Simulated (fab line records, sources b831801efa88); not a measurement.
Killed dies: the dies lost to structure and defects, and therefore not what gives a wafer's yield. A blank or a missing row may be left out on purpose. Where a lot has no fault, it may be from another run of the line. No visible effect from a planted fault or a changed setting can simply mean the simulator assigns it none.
Struck lot and sound lot, side by side    flow sky130    35 out of 708 route steps
Sound: wafers L938.2, L938.3, L938.6. Wafers struck: L954.2, L954.3, L954.6. The cause is named last.
Order at every step that has rows: each side's tool, ch and its chambers, its first start. Under that, the readings that differ: sound wafers    struck wafers    difference of the means    sigmas: that difference in standard deviations of wafers without a fault.
alike: a reading whose means differ by less than 2 such deviations, as well as words and numbers matching on both sides. not compared: withheld readings; readings where some wafer has no value; bounds like >300 that might hide an equal value; numbers whose values overlap and for which the record gives no deviation.
A row with sigmas, a row that says differs or no value, or rows on one side alone: a step with any of these is where the two part. Numbers that don't overlap but have no deviation are shown without sigmas and don't part them. Lack of a reading on every wafer of one side parts them only where that side has two or more wafers.

first, 10 steps without rows for these wafers: SKY_METAL3_PEB_11; SKY_METAL3_DEVELOP_12 (develop time 60 s); SKY_METAL3_DESCUM_15 (chemistry O2, time 8 s); SKY_METAL3_ETCH_16 (etches BARC in N2/H2, stops on SiO2, time 88.2 s, target depth 60 nm); SKY_METAL3_ETCH_17 (etches SiO2 in C4F8/O2/Ar, stops on TiN, time 3.9 s, target depth 15 nm); SKY_METAL3_METAL_ETCH_18 (etches the open film in Cl2/BCl3, stops on SiO2, target depth 845 nm, time 183.1 s); SKY_METAL3_STRIP_19 (strips in O2/N2); SKY_METAL3_STRIP_20 (strips in post etch residue remover, time 1200 s); SKY_METAL3_CLEAN_21 (cleans in IPA, time 180 s); SKY_METAL3_CLEAN_22 (cleans in O3/DIW).
SKY_VIA3_HDPCVD_00: deposits SiO2, target thk 1635 nm, time 272.5 s.
  sound on hdpcvd-01 ch 0,2, day 39 02:36; struck on hdpcvd-02 ch 0,1,2, day 43 14:34
then, 23 steps without rows for these wafers: SKY_VIA3_CMP_02 (polishes SiO2); SKY_VIA3_DEHYDRATE_04 (time 60 s); SKY_VIA3_HMDS_05 (prime time 60 s); SKY_VIA3_COAT_06 (resist thk 60 nm); SKY_VIA3_COAT_07 (resist thk 450 nm); SKY_VIA3_SOFTBAKE_08 (time 90 s); SKY_VIA3_EXPOSE_09 (exposes mask VIM3, target cd 200 nm); SKY_VIA3_PEB_10; SKY_VIA3_DEVELOP_11 (develop time 60 s); SKY_VIA3_ETCH_14 (etches BARC in N2/H2, stops on SiO2, time 45.9 s, target depth 60 nm); SKY_VIA3_ETCH_15 (etches SiO2 in C4F8/O2/Ar, stops on TiN, target depth 507 nm, time 78 s); SKY_VIA3_STRIP_16 (strips in O2/N2); SKY_VIA3_STRIP_17 (strips in post etch residue remover, time 1200 s); SKY_VIA3_CLEAN_18 (cleans in IPA, time 180 s); SKY_VIA3_CLEAN_19 (cleans in O3/DIW); SKY_VIA3_SPUTTER_20 (material TiN, target thk 20 nm, time 80 s); SKY_VIA3_CVD_21 (deposits W, target thk 390 nm, time 117.31 s); SKY_VIA3_CMP_24 (polishes, stops on SiO2, t overpolish 20 s, target thk 0 nm); SKY_METAL4_SPUTTER_00 (material Ti, target thk 15 nm, time 10 s); SKY_METAL4_SPUTTER_01 (material TiN, target thk 20 nm, time 16.7 s); SKY_METAL4_SPUTTER_02 (material AlCu, target thk 735 nm, time 39.1 s); SKY_METAL4_SPUTTER_03 (material Ti, target thk 5 nm, time 3.3 s); SKY_METAL4_SPUTTER_04 (material TiN, target thk 70 nm, time 58.3 s).
-- the record jumps here: 6 days lie between the struck wafers' starts before and after (it left off in module METAL4 and takes up again in module PAD_OPEN, whose first step shown is number 708 of the route) --
SKY_PAD_OPEN_PROBE_99:
  sound: prober-02 at day 46 05:10; struck: prober-02 at day 49 19:05
reading                                sound                struck             difference  sigmas
defectLimitedYield (%)                 82.1 85.6 86.4       71.7 72.2 74.6     -11.9       -6
killed_at_M0_to_M3                     45 36 30             102 106 80         +59         +8
killedDies                             88 71 67             139 137 125        +58         +6
sort_bin_3_pad_short (%)               1.0 0.2 0.4          3.0 3.9 3.0        +2.8        +6
sort_bin_5_function (%)                11.0 8.5 6.7         17.9 17.1 15.4     +8.1        +5
sortNPass                              404 421 425          353 355 367        -58         -6
sortYieldPct (%)                       82.1 85.6 86.4       71.7 72.2 74.6     -11.9       -6
model.etest.tester.sortNPass           404 421 425          353 355 367        -58         
model.etest.tester.sortYieldPct (%)    82.11 85.57 86.38    71.75 72.15 74.59  -11.86      
model.etest.tester.sort_bin_5_pct (%)  10.98 8.537 6.707    17.89 17.07 15.45  +8.06       
model.etest.tester.sort_bin_3_pct (%)  1.016 0.2033 0.4065  3.049 3.862 3.049  +2.778      
  alike: killed_at_M4_up, killedAtContacts, killedAtFrontEnd, killedAtOther, killedOpen, killedShort, sort_bin_6_memory

WHERE THEY PART
Only at SKY_PAD_OPEN_PROBE_99, within this record.

WHY: what the simulator had put in
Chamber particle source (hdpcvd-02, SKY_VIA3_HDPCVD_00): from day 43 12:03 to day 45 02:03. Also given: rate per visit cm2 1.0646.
